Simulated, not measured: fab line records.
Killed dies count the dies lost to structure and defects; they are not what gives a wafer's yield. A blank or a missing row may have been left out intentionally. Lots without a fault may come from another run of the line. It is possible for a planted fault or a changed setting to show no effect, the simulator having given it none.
The tool behind it: which one? | flow gf180mcu | 36 wafers from 12 lots sampled at 2 of the route's 602 steps

== WHAT EACH GAUGE READ, for each wafer ==
GF_HV_LDD_OVL_MEAS_32.
lot  | measured     | on         | HV_LDD_02_OVL (nm)
L075 | day 11 23:39 | overlay-02 | -2.3 -2.6 -1.5
L077 | day 12 12:49 | overlay-01 | 0.2 -0.7 0.2
L079 | day 13 04:20 | overlay-02 | 2.1 -0.8 3.0
L081 | day 13 22:10 | overlay-02 | -0.7 -3.5 -3.0
L083 | day 14 13:48 | overlay-01 | 0.7 0.4 2.0
L085 | day 15 01:03 | overlay-01 | 0.3 -0.8 0.7
L087 | day 15 17:20 | overlay-02 | 1.9 1.7 0.7
L089 | day 16 23:50 | overlay-02 | 2.6 3.0 2.5
L091 | day 17 15:04 | overlay-01 | -2.2 -1.2 -4.2
L093 | day 18 09:10 | overlay-01 | 1.4 -0.5 -0.8
L095 | day 18 19:46 | overlay-02 | 1.7 0.5 -0.1
L097 | day 19 13:00 | overlay-02 | -0.3 -1.3 -2.6

== WHICH TOOL RAN EACH LOT (tool, then ch and the chambers of the sampled wafers, then the start) ==
lot  | GF_VT_IMPLANT_STRIP_42
L075 | plasma-asher-03 ch 0,1, day 7 21:23
L077 | plasma-asher-02 ch 0,1, day 8 08:53
L079 | plasma-asher-02 ch 0,1, day 8 23:32
L081 | plasma-asher-04 ch 0,1, day 9 13:01
L083 | plasma-asher-02 ch 0,1, day 10 02:55
L085 | plasma-asher-03 ch 0,1, day 10 14:58
L087 | plasma-asher-04 ch 0,1, day 11 05:29
L089 | plasma-asher-03 ch 0,1, day 11 21:00
L091 | plasma-asher-03 ch 0,1, day 12 14:41
L093 | plasma-asher-04 ch 0,1, day 13 01:37
L095 | plasma-asher-02 ch 0,1, day 13 12:49
L097 | plasma-asher-02 ch 0,1, day 13 23:34
- GF_VT_IMPLANT_STRIP_42: strips in O2/N2.

== THE ANSWER, worked out from the rows above alone ==
Rule: the lots themselves supply what counts as usual. The widest of any qualifying gaps counts: lots, ordered by their means at a reading, are off when they make up no more than a third of the lots, leave a main group of 4 or more, and stand apart from it by 3 or more times the standard deviation of that group's means. A main group is skipped when, at the precision printed for the reading in the tables above, its means are all equal. Also off: a lot with no number at a reading for which 4 or more lots have one. The other lots that the step has rows for count as sound.
Nothing can be told from this: no lot is off at any reading shown.

== WHAT HAD BEEN PUT IN BY THE SIMULATOR ==
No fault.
